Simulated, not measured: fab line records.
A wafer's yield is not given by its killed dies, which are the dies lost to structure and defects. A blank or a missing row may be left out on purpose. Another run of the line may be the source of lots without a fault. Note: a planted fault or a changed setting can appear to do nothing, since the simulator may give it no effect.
Problem report, 8D (eight disciplines) form, completed by code :: flow gf180mcu :: the parts of the form that need people (team, actions taken, sign-off) are left out

== 1. WHAT WENT WRONG ==
HV_LDD_4_TW at GF_HV_LDD_TW_MEAS_50 reads a mean of 527 on 9 wafers of 3 lots; wafers without a fault read 568 with a standard deviation of 3.4. That puts it -12 standard deviations away from the usual mean.
First seen on wafer L184.2, day 15 22:47, on filmMetro-04. The record has a number at this step for 42 wafers belonging to 14 lots. The rule behind "out" and "out of limits": a value lying over 4 standard deviations away from the usual mean. All remaining wafers that have a number are taken as sound.

== 2. WHAT IT IS; WHAT IT IS NOT ==
question: which readings at this step
is: HV_LDD_4_TW
is not: -

question: which lots
is: L184, L187, L189
is not: L178, L179, L185, L188, L191, L192, L193, L194, L196, L197, L198

question: which wafers of those lots
is: all that have a number
is not: -

question: read on which gauges
is: filmMetro-04
is not: filmMetro-01, filmMetro-03

question: when
is: from day 15 22:47
is not: up to then (6 sound wafers); but 27 sound wafers of L185, L188, L191, L192, L193, L194, L196, L197, L198 came after

== 3. WHAT RULES OUT EACH SUSPECT ==
Counting: a tool at a process step up to the reading stays a suspect if it ran every lot that is out and no sound lot after the first of them.
- the gauge at GF_HV_LDD_TW_MEAS_50: kept. All the wafers that are out were read on filmMetro-04, and no step on other tools shows them out.
- implanter-03 at GF_HV_LDD_IMPLANT_48: ruled out as a lasting fault. The sound lots L197, L198 went through it after L184, its earliest lot that is out (day 15 22:32).
The count leaves filmMetro-04 at GF_HV_LDD_TW_MEAS_50.

== 4. THE CAUSE (what the simulator had put in) ==
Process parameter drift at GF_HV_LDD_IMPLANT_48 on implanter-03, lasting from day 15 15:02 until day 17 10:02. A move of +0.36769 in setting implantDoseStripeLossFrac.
Counting ruled it out, wrongly: the rule takes a fault to strike every lot that its tool runs from its start on, and this one did not.

== 5. THE CHAIN OF EFFECTS, in route order ==
Each row: a reading where the mean over the struck wafers with a number is more than 3 standard deviations away from the usual. Only readings whose record carries a usual standard deviation are examined. hours: median over the lots of the time between each lot's start at the first step of this table that gives one and its start at this step. sigmas: the change, counted in usual standard deviations.
hours: 0
step: GF_HV_LDD_TW_MEAS_50
reading: HV_LDD_4_TW
usual: 568
on struck wafers: 527
change: -41
sigmas: -12

== 6. WHAT WOULD HAVE CAUGHT IT SOONER ==
In this record the first reading out of limits at a measuring or inspecting step was taken at day 15 22:47, 8 hours after the fault began at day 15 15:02.
